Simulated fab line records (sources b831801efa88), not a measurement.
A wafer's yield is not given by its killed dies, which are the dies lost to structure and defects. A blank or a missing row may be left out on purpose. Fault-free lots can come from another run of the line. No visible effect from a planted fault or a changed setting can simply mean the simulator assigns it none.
2 desks, one fault ; flow sky130 ; what lay behind the numbers comes last; until then each desk has only its own

## DESK OF THE TOOL OWNER: implanter-03
The tool's own readings at SKY_VT_ADJUST_NCORE_IMPLANT_09, given as means over the sampled wafers that have a number, one for each lot that went through this tool. Marked OUT: a lot whose mean sits more than 4 standard deviations from the usual mean, which makes it out of limits; the brackets give that distance.
Columns: A = beam-on-s at SKY_VT_ADJUST_NCORE_IMPLANT_09, usual 10.00 s; B = dose-ions-cm2 at SKY_VT_ADJUST_NCORE_IMPLANT_09, usual 2.3991e+12; C = faraday-current-uA at SKY_VT_ADJUST_NCORE_IMPLANT_09, usual 13.5
lot;first seen here;A;B;C
L452;day 9 20:32;10.13;2.3965e+12;13.4
L458;day 11 14:26;9.95;2.3954e+12;13.6
L461;day 11 20:59;10.13;1.3880e+12 (-99 or more) OUT;7.7 (-19) OUT
L463;day 12 15:23;10.03;1.3921e+12 (-99 or more) OUT;7.8 (-18) OUT
L472;day 15 19:41;9.70;2.3996e+12;13.9
Finding of this desk: L461, L463 out of limits; the first was L461 at day 11 20:59, on dose-ions-cm2 at SKY_VT_ADJUST_NCORE_IMPLANT_09. L452, L458, L472: within limits.

## THE METROLOGY DESK
What the gauges read for every lot (on any tool): the sampled wafers with a number, averaged. Marked OUT: a lot whose mean sits more than 4 standard deviations from the usual mean, which makes it out of limits; the brackets give that distance.
Columns: A = cd-nm at SKY_VT_ADJUST_NCORE_CD_MEAS_07, usual 379.4 nm; B = VT_ADJUST_NCORE_TW at SKY_VT_ADJUST_NCORE_TW_MEAS_11, usual 219.3; C = SONOS_ONO_CVD_04_THK at SKY_SONOS_ONO_THK_MEAS_05, usual 5.75 nm; D = POLY_GATE_CVD_03_THK at SKY_POLY_GATE_THK_MEAS_04, usual 75.3 nm
lot;first seen here;A;B;C;D
L449;day 8 12:18;382.4;218.8;5.77;74.7
L452;day 9 08:27;379.6;219.0;5.64;75.0
L456;day 10 20:50;377.8;220.7;5.79;74.8
L458;day 11 14:16;381.6;215.8;5.62;75.1
L461;day 11 20:50;380.8;188.6 (-18) OUT;5.55;74.3
L462;day 12 14:26;382.2;219.5;5.74;74.5
L463;day 12 15:13;381.2;187.7 (-19) OUT;5.73;75.2
L464;day 12 21:17;378.8;220.2;5.82;74.7
L466;day 13 16:56;379.6;216.7;5.70;75.2
L468;day 14 17:11;379.8;222.5;5.95;75.3
L470;day 14 20:15;377.1;216.3;5.70;76.1
L471;day 14 22:34;376.8;221.6;5.66;75.2
L472;day 15 19:32;380.8;219.0;5.77;74.7
Finding of this desk: L461, L463 out of limits, first seen on L461 at day 11 21:14 (VT_ADJUST_NCORE_TW at SKY_VT_ADJUST_NCORE_TW_MEAS_11). L449, L452, L456, L458, L462, L464, L466, L468, L470, L471, L472: within limits.

## TAKEN TOGETHER
The tool owner's desk had the chance to raise an alarm at day 11 20:59 on L461, L463.
The metrology desk could have raised an alarm at day 11 21:14, on L461, L463.
The lots listed all ran SKY_VT_ADJUST_NCORE_IMPLANT_09 on implanter-03.

## WHAT WAS PUT IN BY THE SIMULATOR
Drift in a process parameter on implanter-03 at SKY_VT_ADJUST_NCORE_IMPLANT_09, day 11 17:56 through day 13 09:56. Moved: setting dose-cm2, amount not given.
Lots struck among those shown: L461, L463.
Fault start to first reading out of limits, in hours, per desk: tool owner, 3; metrology, 3.
